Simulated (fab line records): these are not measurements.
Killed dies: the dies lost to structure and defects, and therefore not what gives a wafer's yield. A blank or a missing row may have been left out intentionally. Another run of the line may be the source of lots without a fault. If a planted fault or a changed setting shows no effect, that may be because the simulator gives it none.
fab line records | flow sky130
[record] lots = 11 | wafers = 33 | last-day = 50
route steps=708 shown METAL1@451 VIA1@474 METAL2@495 PAD_OPEN@708
lots that met no fault: taken from a fault-free run of the same line
start-h: the number of hours between the record's first day and the start of the first shown wafer of the lot | wait-h: how many hours have passed since the lot's step before this one | " unchanged from the row above | L1.1+2: a single row standing in for several wafers | - value missing, or start not given | * or withheld: withheld | < > ~ a bound
route shown NAME@n: NAME is a module with steps in the file, n the number in the route of the first one | usual: mean/standard deviation of fault-free wafers | same: alike in all rows | chamber/n: place in a boat | sites: the reading at each site | _std_site: how widely they spread, as a standard deviation | _edge_site: inner sites' mean taken away from outer sites' mean | radius-mm: how far each site lies from the wafer's centre | mask NAME#n: copy n | behind: the tool/chamber that last shaped the wafer | hold: the reason the lot was held/the length of the hold in hours/how it ended | device: whichever transistor did not switch (one of n, p or np) | end of line: the tests these same wafers got at the end of their route | a step with no rows: only its recipe | killed: at the first sort, the dies lost to defects and structure; wafer yield is something else | map: a wafer's dies, x killed, . not, _ none there
set.NAME: the setting that was run; set.NAME@STEP: the one run at that earlier step | model.NAME: the simulator's own value behind a step, which no gauge read
the route's steps for a sample of lots (tables are steps, rows are wafers)
services: the hour from which a tool's chamber was out of use, counted from the record's first day as start-h (under 0 if before that day), plus the number of hours and why
[[steps]]
[step SKY_METAL1_DESCUM_17]
[recipe] chemistry = O2 | source-power-w = 150 | bias-power-w = 0 | pressure-mtorr = 10 | temp-c = 40 | time-s = 8
[usual] drypump-motor-current-A = 5.5/0.37 | oes-product-au = 0.997/0.0084 | temp-c = 39.98/0.12
lot.wafer | tool         | chamber | start-h | wait-h | drypump-motor-current-A | oes-product-au | rf-hours-counter-h | temp-c
L566.3    | rie-metal-02 | 0       | 766.20  | 0.0    | 5.6                     | 1.001          | -                  | 40.20
L566.4    | "            | 1       | "       | "      | 5.6                     | 1.006          | -                  | 40.10
L566.6    | "            | 0       | "       | "      | 5.7                     | 1.002          | -                  | 39.92
L570.2    | rie-metal-02 | 1       | 806.13  | 0.0    | 5.6                     | 1.002          | 14                 | 40.01
L570.3    | "            | 0       | "       | "      | 5.6                     | 0.990          | -                  | 39.90
L570.6    | "            | 1       | "       | "      | 5.6                     | 0.988          | -                  | 40.02
L571.1    | rie-metal-02 | 0       | 812.53  | 0.0    | 5.6                     | 0.999          | 5                  | 40.07
L571.2    | "            | 0       | "       | "      | 5.6                     | 0.992          | -                  | 40.11
L571.6    | "            | 0       | "       | "      | 5.6                     | 0.987          | -                  | 40.05
L572.1    | rie-metal-04 | 0       | 815.49  | 0.0    | 6.2                     | 0.974          | 2                  | 39.96
L572.2    | "            | 1       | "       | "      | 4.9                     | 0.991          | 12                 | 39.81
L572.4    | "            | 1       | "       | "      | 4.9                     | 0.991          | -                  | 39.73
L574.1    | rie-metal-04 | 1       | 848.13  | 0.0    | 4.8                     | 1.007          | 13                 | 40.01
L574.2    | "            | 0       | "       | "      | 6.2                     | 0.987          | 4                  | 39.81
L574.3    | "            | 1       | "       | "      | 4.8                     | 0.995          | -                  | 39.84
L578.3    | rie-metal-01 | 0       | 866.99  | 0.0    | 5.6                     | 0.993          | -                  | 39.95
L578.4    | "            | 1       | "       | "      | 5.2                     | 0.996          | -                  | 39.84
L578.6    | "            | 0       | "       | "      | 5.6                     | 0.997          | -                  | 39.97
L581.1    | rie-metal-02 | 1       | 883.86  | 0.0    | 5.6                     | 1.003          | 3                  | 39.83
L581.3    | "            | 1       | "       | "      | 5.6                     | 0.997          | -                  | 39.79
L581.6    | "            | 1       | "       | "      | 5.6                     | 1.010          | -                  | 39.80
L582.2    | rie-metal-04 | 1       | 894.48  | 0.0    | 4.9                     | 0.987          | 15                 | 40.00
L582.3    | "            | 0       | "       | "      | 6.2                     | 0.985          | -                  | 40.22
L582.6    | "            | 1       | "       | "      | 4.9                     | 0.993          | -                  | 40.06
L583.2    | rie-metal-01 | 1       | 905.13  | 0.0    | 5.2                     | 1.007          | 0                  | 39.91
L583.5    | "            | 0       | "       | "      | 5.6                     | 0.996          | -                  | 40.12
L583.6    | "            | 1       | "       | "      | 5.2                     | 0.996          | -                  | 40.06
L586.1    | rie-metal-02 | 1       | 923.66  | 0.0    | 5.6                     | 1.016          | 4                  | 40.05
L586.2    | "            | 0       | "       | "      | 5.6                     | 1.010          | 10                 | 39.97
L586.4    | "            | 1       | "       | "      | 5.6                     | 1.010          | -                  | 39.95
L587.2    | rie-metal-01 | 0       | 928.66  | 0.0    | 5.6                     | 0.990          | 10                 | 39.89
L587.3    | "            | 0       | "       | "      | 5.6                     | 0.992          | -                  | 39.87
L587.4    | "            | 1       | "       | "      | 5.2                     | 1.003          | -                  | 40.05
[step SKY_VIA1_STRIP_16]
[recipe] chemistry = O2/N2 | power-w = 1400 | pressure-mtorr = 1500 | platen-temp-c = withheld | o2-flow-sccm = 3000 | n2-flow-sccm = 300 | overash-fraction = 0.5
[usual] drypump-motor-current-A = 5.7/0.46 | oes-product-au = 0.416/0.0042 | strip-time-to-endpoint-s = 4.466/0.022
lot.wafer | tool            | chamber | start-h | wait-h | drypump-motor-current-A | oes-product-au | rf-hours-counter-h | strip-time-to-endpoint-s
L566.3    | plasma-asher-02 | 0       | 794.24  | 0.1    | 5.2                     | 0.423          | -                  | 4.440
L566.4    | "               | 1       | "       | "      | 6.5                     | 0.412          | -                  | 4.413
L566.6    | "               | 1       | "       | "      | 6.5                     | 0.421          | -                  | 4.463
L570.2    | plasma-asher-04 | 0       | 835.36  | 0.0    | 5.0                     | 0.420          | 43                 | 4.410
L570.3    | "               | 0       | "       | "      | 5.0                     | 0.415          | -                  | 4.410
L570.6    | "               | 0       | "       | "      | 5.0                     | 0.407          | -                  | 4.407
L571.1    | plasma-asher-04 | 0       | 842.41  | 0.0    | 5.0                     | 0.408          | 43                 | 4.435
L571.2    | "               | 1       | "       | "      | 5.7                     | 0.417          | 43                 | 4.449
L571.6    | "               | 0       | "       | "      | 5.0                     | 0.419          | -                  | 4.438
L572.1    | plasma-asher-02 | 0       | 844.31  | 0.0    | 5.3                     | 0.410          | 10                 | 4.455
L572.2    | "               | 1       | "       | "      | 6.5                     | 0.419          | 10                 | 4.474
L572.4    | "               | 1       | "       | "      | 6.5                     | 0.408          | -                  | 4.499
L574.1    | plasma-asher-02 | 0       | 877.47  | 0.0    | 5.2                     | 0.419          | 13                 | 4.470
L574.2    | "               | 1       | "       | "      | 6.5                     | 0.425          | 13                 | 4.437
L574.3    | "               | 1       | "       | "      | 6.5                     | 0.414          | -                  | 4.476
L578.3    | plasma-asher-03 | 0       | 896.04  | 0.1    | 6.0                     | 0.418          | -                  | 4.489
L578.4    | "               | 1       | "       | "      | 5.9                     | 0.418          | -                  | 4.458
L578.6    | "               | 0       | "       | "      | 6.0                     | 0.413          | -                  | 4.456
L581.1    | plasma-asher-02 | 1       | 911.52  | 0.0    | 6.5                     | 0.410          | 16                 | 4.449
L581.3    | "               | 1       | "       | "      | 6.5                     | 0.416          | -                  | 4.490
L581.6    | "               | 0       | "       | "      | 5.2                     | 0.418          | -                  | 4.478
L582.2    | plasma-asher-03 | 1       | 920.75  | 0.0    | 5.9                     | 0.416          | 106                | 4.491
L582.3    | "               | 0       | "       | "      | 6.0                     | 0.420          | -                  | 4.502
L582.6    | "               | 1       | "       | "      | 5.9                     | 0.420          | -                  | 4.488
L583.2    | plasma-asher-03 | 1       | 931.20  | 0.0    | 5.9                     | 0.414          | 107                | 4.505
L583.5    | "               | 0       | "       | "      | 6.0                     | 0.424          | -                  | 4.513
L583.6    | "               | 1       | "       | "      | 5.9                     | 0.411          | -                  | 4.450
L586.1    | plasma-asher-04 | 1       | 949.27  | 0.0    | 5.6                     | 0.416          | 54                 | 4.484
L586.2    | "               | 0       | "       | "      | 5.0                     | 0.416          | 54                 | 4.468
L586.4    | "               | 0       | "       | "      | 5.0                     | 0.418          | -                  | 4.461
L587.2    | plasma-asher-02 | 0       | 954.24  | 0.0    | 5.2                     | 0.414          | 21                 | 4.509
L587.3    | "               | 1       | "       | "      | 6.5                     | 0.417          | -                  | 4.454
L587.4    | "               | 0       | "       | "      | 5.2                     | 0.418          | -                  | 4.473
[step SKY_METAL2_EXPOSE_12]
[recipe] mask-id = MM2 | na = 0.8 | source-shape = annular | sigma-inner = 0.55 | sigma-outer = 0.85 | target-cd-nm = 140 | dose-mj = 28
[usual] exposure-dose-mJ-cm2 = 27.99/0.068
[same] sigma-outer = 0.85
lot.wafer | tool           | chamber | start-h | wait-h | mask  | exposure-dose-mJ-cm2
L566.3    | krf-scanner-02 | 0       | 809.63  | -      | MM2#0 | 28.03
L566.4    | "              | 0       | "       | "      | MM2#0 | 28.04
L566.6    | "              | 0       | "       | "      | MM2#0 | 28.05
L570.2    | krf-scanner-02 | 0       | 850.76  | -      | MM2#0 | 27.99
L570.3    | "              | 0       | "       | "      | MM2#0 | 27.99
L570.6    | "              | 0       | "       | "      | MM2#0 | 28.02
L571.1    | krf-scanner-02 | 0       | 857.52  | -      | MM2#0 | 27.97
L571.2    | "              | 0       | "       | "      | MM2#0 | 27.97
L571.6    | "              | 0       | "       | "      | MM2#0 | 27.98
L572.1    | krf-scanner-01 | 0       | 859.55  | -      | MM2#0 | 27.93
L572.2    | "              | 0       | "       | "      | MM2#0 | 27.95
L572.4    | "              | 0       | "       | "      | MM2#0 | 27.94
L574.1    | krf-scanner-01 | 0       | 893.39  | -      | MM2#0 | 27.99
L574.2    | "              | 0       | "       | "      | MM2#0 | 27.99
L574.3    | "              | 0       | "       | "      | MM2#0 | 27.97
L578.3    | krf-scanner-01 | 0       | 909.77  | -      | MM2#0 | 27.94
L578.4    | "              | 0       | "       | "      | MM2#0 | 27.92
L578.6    | "              | 0       | "       | "      | MM2#0 | 27.95
L581.1    | krf-scanner-01 | 0       | 925.49  | -      | MM2#0 | 27.93
L581.3    | "              | 0       | "       | "      | MM2#0 | 27.92
L581.6    | "              | 0       | "       | "      | MM2#0 | 27.95
L582.2    | krf-scanner-02 | 0       | 934.31  | -      | MM2#0 | 23.81
L582.3    | "              | 0       | "       | "      | MM2#0 | 23.81
L582.6    | "              | 0       | "       | "      | MM2#0 | 23.79
L583.2    | krf-scanner-02 | 0       | 944.54  | -      | MM2#0 | 23.81
L583.5    | "              | 0       | "       | "      | MM2#0 | 23.81
L583.6    | "              | 0       | "       | "      | MM2#0 | 23.84
L586.1    | krf-scanner-02 | 0       | 963.19  | -      | MM2#0 | 25.36
L586.2    | "              | 0       | "       | "      | MM2#0 | 25.31
L586.4    | "              | 0       | "       | "      | MM2#0 | 25.37
L587.2    | krf-scanner-01 | 0       | 968.86  | -      | MM2#0 | 27.90
L587.3    | "              | 0       | "       | "      | MM2#0 | 27.92
L587.4    | "              | 0       | "       | "      | MM2#0 | 27.95
[step SKY_METAL2_CD_MEAS_15]
[recipe] target-cd-nm = 140
[usual] cd-nm = 140.5/1.4
lot.wafer | tool      | chamber | start-h | wait-h | cd-nm
L566.3    | cd-sem-01 | -       | 822.87  | -      | 144.0
L566.4    | "         | -       | "       | "      | 142.3
L566.6    | "         | -       | "       | "      | 143.5
L570.2    | cd-sem-02 | -       | 864.84  | -      | 142.0
L570.3    | "         | -       | "       | "      | 140.5
L570.6    | "         | -       | "       | "      | 140.6
L571.1    | cd-sem-01 | -       | 870.68  | -      | 139.7
L571.2    | "         | -       | "       | "      | 137.9
L571.6    | "         | -       | "       | "      | 138.9
L572.1    | cd-sem-01 | -       | 872.52  | -      | 138.7
L572.2    | "         | -       | "       | "      | 139.6
L572.4    | "         | -       | "       | "      | 139.1
L574.1    | cd-sem-02 | -       | 905.37  | -      | 142.2
L574.2    | "         | -       | "       | "      | 142.7
L574.3    | "         | -       | "       | "      | 142.0
L578.3    | cd-sem-02 | -       | 922.21  | -      | 140.0
L578.4    | "         | -       | "       | "      | 141.3
L578.6    | "         | -       | "       | "      | 140.6
L581.1    | cd-sem-01 | -       | 937.88  | -      | 138.8
L581.3    | "         | -       | "       | "      | 138.6
L581.6    | "         | -       | "       | "      | 139.5
L582.2    | cd-sem-01 | -       | 945.95  | -      | 171.7
L582.3    | "         | -       | "       | "      | 173.0
L582.6    | "         | -       | "       | "      | 173.6
L583.2    | cd-sem-01 | -       | 955.80  | -      | 171.7
L583.5    | "         | -       | "       | "      | 169.3
L583.6    | "         | -       | "       | "      | 172.4
L586.1    | cd-sem-01 | -       | 974.73  | -      | 159.2
L586.2    | "         | -       | "       | "      | 160.6
L586.4    | "         | -       | "       | "      | 160.9
L587.2    | cd-sem-01 | -       | 980.34  | -      | 140.1
L587.3    | "         | -       | "       | "      | 140.6
L587.4    | "         | -       | "       | "      | 139.7
[step SKY_METAL2_OVL_MEAS_16]
[usual] METAL2_OVL = -1/5.4
lot.wafer | tool       | chamber | start-h | wait-h | METAL2_OVL[nm]
L566.3    | overlay-02 | -       | 822.97  | 0.1    | -6
L566.4    | "          | -       | "       | "      | -3
L566.6    | "          | -       | "       | "      | -9
L570.2    | overlay-01 | -       | 864.94  | 0.1    | 6
L570.3    | "          | -       | "       | "      | 1
L570.6    | "          | -       | "       | "      | 7
L571.1    | overlay-02 | -       | 870.80  | 0.1    | -7
L571.2    | "          | -       | "       | "      | -5
L571.6    | "          | -       | "       | "      | -8
L572.1    | overlay-02 | -       | 872.64  | 0.1    | -2
L572.2    | "          | -       | "       | "      | 9
L572.4    | "          | -       | "       | "      | 2
L574.1    | overlay-01 | -       | 905.49  | 0.1    | 1
L574.2    | "          | -       | "       | "      | -2
L574.3    | "          | -       | "       | "      | -3
L578.3    | overlay-02 | -       | 922.30  | 0.1    | -5
L578.4    | "          | -       | "       | "      | -3
L578.6    | "          | -       | "       | "      | -3
L581.1    | overlay-01 | -       | 938.00  | 0.1    | 4
L581.3    | "          | -       | "       | "      | 1
L581.6    | "          | -       | "       | "      | -5
L582.2    | overlay-02 | -       | 946.06  | 0.1    | -4
L582.3    | "          | -       | "       | "      | -4
L582.6    | "          | -       | "       | "      | -9
L583.2    | overlay-01 | -       | 955.91  | 0.1    | -6
L583.5    | "          | -       | "       | "      | -12
L583.6    | "          | -       | "       | "      | -4
L586.1    | overlay-02 | -       | 974.85  | 0.1    | 5
L586.2    | "          | -       | "       | "      | 2
L586.4    | "          | -       | "       | "      | 0
L587.2    | overlay-02 | -       | 980.44  | 0.1    | 6
L587.3    | "          | -       | "       | "      | 2
L587.4    | "          | -       | "       | "      | 0
[step SKY_PAD_OPEN_PROBE_99]
[usual] defect-limited-yield = 82.5/1.9 | killed_at_M0_to_M3 = 44/6.6 | killed_at_M4_up = 3.0/2 | killed-at-contacts = 24/5.1 | killed-at-front-end = 15/4.1 | killed-at-other = 0.4/0.62 | killed-dies = 86/9.3 | killed-on-rim = 17/3.7 | killed-open = 46/6.8 | killed-short = 40/5.8 | sort_bin_3_pad_short = 0.8/0.4 | sort_bin_5_function = 10.3/1.4 | sort_bin_6_memory = 6.4/1 | sort-n-pass = 406/9.3 | sort-yield-pct = 82.5/1.9
[same] gross-dies = 492 | killed-at-back-side = 0 | sort_bin_4_leakage[%] = 0 | sort_bin_8_speed[%] = 0
lot.wafer | tool      | chamber | start-h | wait-h | defect-limited-yield[%] | killed_at_M0_to_M3 | killed_at_M4_up | killed-at-contacts | killed-at-front-end | killed-at-other | killed-dies | killed-on-rim | killed-open | killed-short | sort_bin_3_pad_short[%] | sort_bin_5_function[%] | sort_bin_6_memory[%] | sort-n-pass | sort-yield-pct[%]
L578.3    | prober-01 | -       | 1150.60 | 0.2    | 79.5                    | 47                 | 5               | 31                 | 18                  | 0               | 101         | 15            | 51          | 50           | 0.4                     | 13.0                   | 7.1                  | 391         | 79.5
L578.6    | prober-01 | -       | 1150.75 | 0.2    | 83.7                    | 45                 | 2               | 22                 | 11                  | 0               | 80          | 21            | 44          | 36           | 0.8                     | 10.6                   | 4.9                  | 412         | 83.7
L581.1    | prober-02 | -       | 1164.68 | 0.1    | 81.9                    | 48                 | 7               | 23                 | 10                  | 1               | 89          | 20            | 49          | 40           | 1.0                     | 10.0                   | 7.1                  | 403         | 81.9
L581.3    | prober-02 | -       | 1164.78 | 0.2    | 79.3                    | 49                 | 6               | 29                 | 18                  | 0               | 102         | 22            | 56          | 46           | 1.2                     | 11.8                   | 7.7                  | 390         | 79.3
L581.6    | prober-02 | -       | 1164.93 | 0.2    | 80.9                    | 60                 | 4               | 17                 | 13                  | 0               | 94          | 23            | 53          | 40           | 0.8                     | 11.4                   | 6.9                  | 398         | 80.9
L582.2    | prober-01 | -       | 1169.43 | 0.1    | 4.7                     | 422                | 2               | 22                 | 23                  | 0               | 469         | 81            | 43          | 48           | 78.3                    | 10.2                   | 6.9                  | 23          | 4.7
L582.3    | prober-01 | -       | 1169.48 | 0.2    | 2.6                     | 437                | 1               | 26                 | 14                  | 1               | 479         | 86            | 51          | 32           | 81.1                    | 9.8                    | 6.5                  | 13          | 2.6
L582.6    | prober-01 | -       | 1169.63 | 0.2    | 2.4                     | 449                | 4               | 21                 | 6                   | 0               | 480         | 86            | 40          | 33           | 83.5                    | 8.5                    | 5.5                  | 12          | 2.4
L583.2    | prober-02 | -       | 1178.91 | 0.1    | 7.1                     | 409                | 0               | 30                 | 17                  | 1               | 457         | 77            | 60          | 42           | 72.8                    | 12.0                   | 8.1                  | 35          | 7.1
L583.5    | prober-02 | -       | 1179.06 | 0.2    | 10.2                    | 398                | 2               | 23                 | 19                  | 0               | 442         | 65            | 58          | 40           | 70.9                    | 11.0                   | 7.9                  | 50          | 10.2
L583.6    | prober-02 | -       | 1179.11 | 0.2    | 14.6                    | 370                | 5               | 25                 | 20                  | 0               | 420         | 54            | 49          | 46           | 67.3                    | 11.6                   | 6.5                  | 72          | 14.6
L586.1    | prober-02 | -       | 1188.01 | 0.1    | 41.5                    | 243                | 1               | 24                 | 20                  | 0               | 288         | 27            | 45          | 38           | 42.1                    | 11.4                   | 5.1                  | 204         | 41.5
L586.2    | prober-02 | -       | 1188.06 | 0.1    | 52.4                    | 189                | 3               | 27                 | 15                  | 0               | 234         | 21            | 58          | 37           | 29.9                    | 12.4                   | 5.3                  | 258         | 52.4
L586.4    | prober-02 | -       | 1188.16 | 0.2    | 44.5                    | 237                | 3               | 18                 | 15                  | 0               | 273         | 29            | 45          | 40           | 38.6                    | 11.0                   | 5.9                  | 219         | 44.5
// killed by level:class
L578.3 CONTACT:geometric-particle:open=13 LI_CONTACT:geometric-particle:open=11 METAL1:geometric-particle:short=10 VIA1:geometric-particle:open=8 METAL2:geometric-particle:short=6 POLY_GATE:geometric-particle:short=5 VIA1:geometric-particle:short=5 VIA3:geometric-particle:open=5
L578.6 VIA1:geometric-particle:open=12 CONTACT:geometric-particle:open=10 VIA1:geometric-particle:short=7 LI_CONTACT:geometric-particle:open=6 VIA3:geometric-particle:short=6 VIA2:geometric-particle:open=5 FIELD_ISO:geometric-particle:open=4 CONTACT:geometric-particle:short=4
L581.1 CONTACT:geometric-particle:open=12 VIA3:geometric-particle:open=11 VIA1:geometric-particle:open=7 METAL4:geometric-particle:short=6 VIA3:geometric-particle:short=5 VIA1:geometric-particle:short=5 VIA2:geometric-particle:short=5 VIA2:geometric-particle:open=5
L581.3 CONTACT:geometric-particle:open=14 METAL1:geometric-particle:short=10 VIA1:geometric-particle:open=8 LI_CONTACT:geometric-particle:open=6 VIA2:geometric-particle:open=6 METAL4:geometric-particle:short=6 POLY_GATE:geometric-particle:short=5 CONTACT:geometric-particle:short=5
L581.6 VIA1:geometric-particle:open=18 METAL1:geometric-particle:short=10 VIA2:geometric-particle:open=9 VIA3:geometric-particle:open=6 LOCAL_INTERCONNECT:geometric-particle:short=5 FIELD_ISO:geometric-particle:open=4 POLY_GATE:geometric-particle:open=4 LI_CONTACT:geometric-particle:open=4
L582.2 METAL2:area-expose=378 CONTACT:geometric-particle:open=10 METAL1:geometric-particle:short=7 POLY_GATE:geometric-particle:open=6 VIA1:geometric-particle:open=6 VIA1:geometric-particle:short=6 VIA3:geometric-particle:open=6 FIELD_ISO:geometric-particle:short=5
L582.3 METAL2:area-expose=396 CONTACT:geometric-particle:open=11 VIA2:geometric-particle:open=9 CONTACT:geometric-particle:short=6 METAL1:geometric-particle:short=6 VIA3:geometric-particle:open=6 VIA1:geometric-particle:open=6 POLY_GATE:geometric-particle:open=5
L582.6 METAL2:area-expose=407 LI_CONTACT:geometric-particle:open=9 CONTACT:geometric-particle:open=7 METAL1:geometric-particle:short=7 VIA1:geometric-particle:open=7 VIA2:geometric-particle:open=7 METAL2:geometric-particle:short=5 METAL4:geometric-particle:short=4
L583.2 METAL2:area-expose=355 VIA1:geometric-particle:open=15 CONTACT:geometric-particle:open=10 LI_CONTACT:geometric-particle:open=8 VIA3:geometric-particle:open=8 POLY_GATE:geometric-particle:open=6 VIA3:geometric-particle:short=6 POLY_GATE:geometric-particle:short=5
L583.5 METAL2:area-expose=344 VIA2:geometric-particle:open=11 LI_CONTACT:geometric-particle:open=10 VIA1:geometric-particle:open=9 VIA3:geometric-particle:open=8 CONTACT:geometric-particle:open=7 FIELD_ISO:geometric-particle:open=5 VIA2:geometric-particle:short=5
L583.6 METAL2:area-expose=325 CONTACT:geometric-particle:open=10 VIA1:geometric-particle:open=8 METAL2:geometric-particle:short=7 METAL1:geometric-particle:short=7 VIA2:geometric-particle:open=7 FIELD_ISO:geometric-particle:open=6 LOCAL_INTERCONNECT:geometric-particle:short=6
L586.1 METAL2:area-expose=205 CONTACT:geometric-particle:open=11 VIA1:geometric-particle:open=11 POLY_GATE:geometric-particle:open=6 POLY_GATE:geometric-particle:short=5 LI_CONTACT:geometric-particle:open=5 METAL1:geometric-particle:short=5 METAL2:geometric-particle:short=5
L586.2 METAL2:area-expose=139 VIA1:geometric-particle:open=15 METAL2:geometric-particle:short=14 CONTACT:geometric-particle:open=11 LI_CONTACT:geometric-particle:open=8 FIELD_ISO:geometric-particle:open=7 VIA1:geometric-particle:short=6 CONTACT:geometric-particle:short=5
L586.4 METAL2:area-expose=188 VIA1:geometric-particle:open=14 CONTACT:geometric-particle:open=7 METAL1:geometric-particle:short=7 VIA1:geometric-particle:short=7 POLY_GATE:geometric-particle:open=6 METAL3:geometric-particle:short=4 LI_CONTACT:geometric-particle:open=4
[[services]]
tool            | chamber | start-h | hours | kind
krf-scanner-02  | -       | 745.35  | 1.0   | pm
krf-scanner-01  | -       | 758.09  | 1.0   | pm
krf-scanner-01  | -       | 761.36  | 3.6   | pm
krf-scanner-01  | -       | 767.14  | 0.6   | repair
krf-scanner-02  | -       | 774.58  | 6.3   | repair
rie-metal-02    | 1       | 778.40  | 13.6  | repair
krf-scanner-02  | -       | 780.87  | 1.3   | pm
krf-scanner-02  | -       | 789.63  | 0.8   | pm
krf-scanner-01  | -       | 795.65  | 0.8   | pm
rie-metal-04    | -       | 811.82  | 2.8   | pm
rie-metal-01    | -       | 828.55  | 14.6  | pm
plasma-asher-02 | -       | 833.90  | 2.6   | repair
krf-scanner-01  | -       | 859.66  | 11.6  | pm
krf-scanner-01  | -       | 881.80  | 1.3   | pm
plasma-asher-03 | -       | 903.62  | 2.8   | pm
krf-scanner-01  | -       | 904.97  | 1.4   | repair
rie-metal-02    | 1       | 905.05  | 10.4  | repair
krf-scanner-02  | -       | 914.35  | 1.0   | pm
krf-scanner-01  | -       | 927.18  | 1.0   | pm
krf-scanner-02  | -       | 928.85  | 4.3   | repair
krf-scanner-02  | -       | 953.84  | 1.3   | pm
krf-scanner-02  | -       | 958.43  | 0.8   | pm
krf-scanner-01  | -       | 964.45  | 0.8   | pm
krf-scanner-02  | -       | 964.66  | 0.9   | repair
[[key]]
[first-sign] step = SKY_METAL2_EXPOSE_12 | reading = exposure-dose-mJ-cm2 | direction = down | sigmas = 54 | usual = * | struck = *
[effect] step = SKY_METAL2_CD_MEAS_15 | reading = cd-nm | direction = up | sigmas = 19 | usual = 140.5 | struck = 168.0 | through = control-loop
[effect] step = SKY_PAD_OPEN_PROBE_99 | reading = sort_bin_3_pad_short | direction = up | sigmas = 99+ | usual = 0.8 | struck = 62.7
[more-kills-born-at] SKY_METAL2_EXPOSE_12@krf-scanner-02 = 2737
met-at SKY_METAL2_EXPOSE_12
struck-lots L582,L583,L586
later-rows-left-out L582.2,L582.3,L582.6,L583.2,L583.5,L583.6
[loop-trim] step = SKY_METAL2_EXPOSE_12 | setting = dose | lots = L586
not-acting-at SKY_METAL1_DESCUM_17,SKY_VIA1_STRIP_16,SKY_METAL2_OVL_MEAS_16
onset-between 857.52 934.31
[fault] kind = process-parameter-drift | tool = krf-scanner-02 | chamber = - | onset-h = 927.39 | steps = SKY_METAL2_EXPOSE_12 | channel = dose-mj | offset = -4.2601 | shape = step | acts-in = these-recipes-only | stated = 28
// later-rows-left-out: the simulator's readings of these wafers behind a module that went badly wrong aren't trusted and aren't shown, but for the sort
// loop-trim: a control loop set the setting to another value than it would have without faults
